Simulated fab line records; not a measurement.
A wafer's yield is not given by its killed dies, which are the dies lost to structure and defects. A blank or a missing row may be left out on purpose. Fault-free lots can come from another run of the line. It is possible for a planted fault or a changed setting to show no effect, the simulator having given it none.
Split-lot experiment | flow sky130 | 23 wafers read from 5 lots, route of 708 steps

## ABOUT THE SPLIT
At SKY_VIA4_CVD_18 (deposits W, target thk 505 nm, time 152.14 s), the setting temp-c was moved away from the recipe's 400 C on 7 of the 23 wafers read, by -2.5% to +2.9%. For the rest of the wafers, this setting stayed at what the recipe calls for.

## FROM THE SPLIT ON TO THE READING: in between, the file shows 1 step
- SKY_VIA4_RS_MEAS_19: measures by four-point-probe

## THE READING
VIA4_W_THK, in nm, at SKY_VIA4_THK_MEAS_20 (measures by xrf). Fault-free wafers of this fab line usually give 499 nm, standard deviation 6.2 nm.

wafer  | tool, chamber at the split | temp-c as run, C | against the recipe | VIA4_W_THK, nm | against lot-mates on the recipe
L075.1 | cvd-w-01, 0                | 400              | recipe             | 496            | -
L075.2 | cvd-w-01, 1                | 389.9            | -2.5%              | 409            | -85
L075.3 | cvd-w-01, 0                | 389.9            | -2.5%              | 413            | -81
L075.4 | cvd-w-01, 1                | 400              | recipe             | 487            | -
L075.6 | cvd-w-01, 0                | 400              | recipe             | 499            | -
L078.1 | cvd-w-02, 0                | 400              | recipe             | 502            | -
L078.2 | cvd-w-02, 1                | 400              | recipe             | 495            | -
L078.3 | cvd-w-02, 1                | 400              | recipe             | 499            | -
L078.4 | cvd-w-02, 0                | 400              | recipe             | 490            | -
L078.6 | cvd-w-02, 1                | 400              | recipe             | 498            | -
L079.2 | cvd-w-01, 0                | 400              | recipe             | 508            | -
L079.3 | cvd-w-01, 0                | 404.3            | +1.1%              | 546            | +44
L079.4 | cvd-w-01, 1                | 400              | recipe             | 501            | -
L079.5 | cvd-w-01, 0                | 404.3            | +1.1%              | 543            | +41
L079.6 | cvd-w-01, 1                | 400              | recipe             | 498            | -
L080.1 | cvd-w-02, 0                | 400              | recipe             | 504            | -
L080.5 | cvd-w-02, 1                | 400              | recipe             | 512            | -
L080.6 | cvd-w-02, 0                | 400              | recipe             | 507            | -
L081.1 | cvd-w-02, 1                | 400              | recipe             | 502            | -
L081.2 | cvd-w-02, 0                | 400              | recipe             | 499            | -
L081.4 | cvd-w-02, 1                | 411.5            | +2.9%              | 613            | +112
L081.5 | cvd-w-02, 0                | 411.5            | +2.9%              | 612            | +112
L081.6 | cvd-w-02, 1                | 411.5            | +2.9%              | 614            | +114

THE FIT
A straight line over all 23 wafers: VIA4_W_THK changes by +37.9 nm for each +1% of temp-c; r = +0.99; the points scatter about the line by 6 nm.
The same after taking each lot's own level away (the mean of its wafers on the recipe; 23 wafers): +36.9 nm for each +1%; r = +1.00; scatter 5 nm.
According to that fit, moving temp-c by its largest amount changes the reading by 1.1e+02 nm.
Across the lots, their own levels run from 494.0 to 507.7 nm, a range of 2.2 times the standard deviation given above.
So the lot-to-lot level changes the slope little: the two slopes agree.
Check: +107 nm against its lot-mates is what the line predicts for one of the wafers moved furthest among these (+2.9%) when that wafer is left out of the fit. It came out at +112 nm against them.

## THE OTHER SPLITS THESE WAFERS WENT THROUGH
These wafers also went through other splits before the reading. Each is held against what the fit with the lots' levels taken away leaves over:
other split on the same wafers | wafers away from the commonest value | r with VIA4_W_THK (lot level and that fit taken away)
SKY_CAP2M_COAT_07 spin-rpm     | 8                                    | +0.13
SKY_VIA4_DEVELOP_10 dev-temp-c | 7                                    | -0.06

## THE WHOLE CHAIN: every reading that the file lists as answering this split, in the file's order
step                 | what it does                                 | reading                                                                  | change (the file's fit)              | r (the file's)
SKY_VIA4_CVD_18      | deposits W, target thk 505 nm, time 152.14 s | W_of_VIA4_CVD_18.thk-nm (the simulator's own value, which no gauge read) | +37.6 nm for each +1% of the setting | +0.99
SKY_VIA4_RS_MEAS_19  | measures by four-point-probe                 | VIA4_W_RS                                                                | -0.0164 for each +1% of the setting  | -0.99
SKY_VIA4_THK_MEAS_20 | measures by xrf                              | VIA4_W_THK                                                               | +36.5 for each +1% of the setting    | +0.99

## FILE'S OWN FIT
VIA4_W_THK changes by +36.5 nm for each +1% of temp-c, r = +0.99.
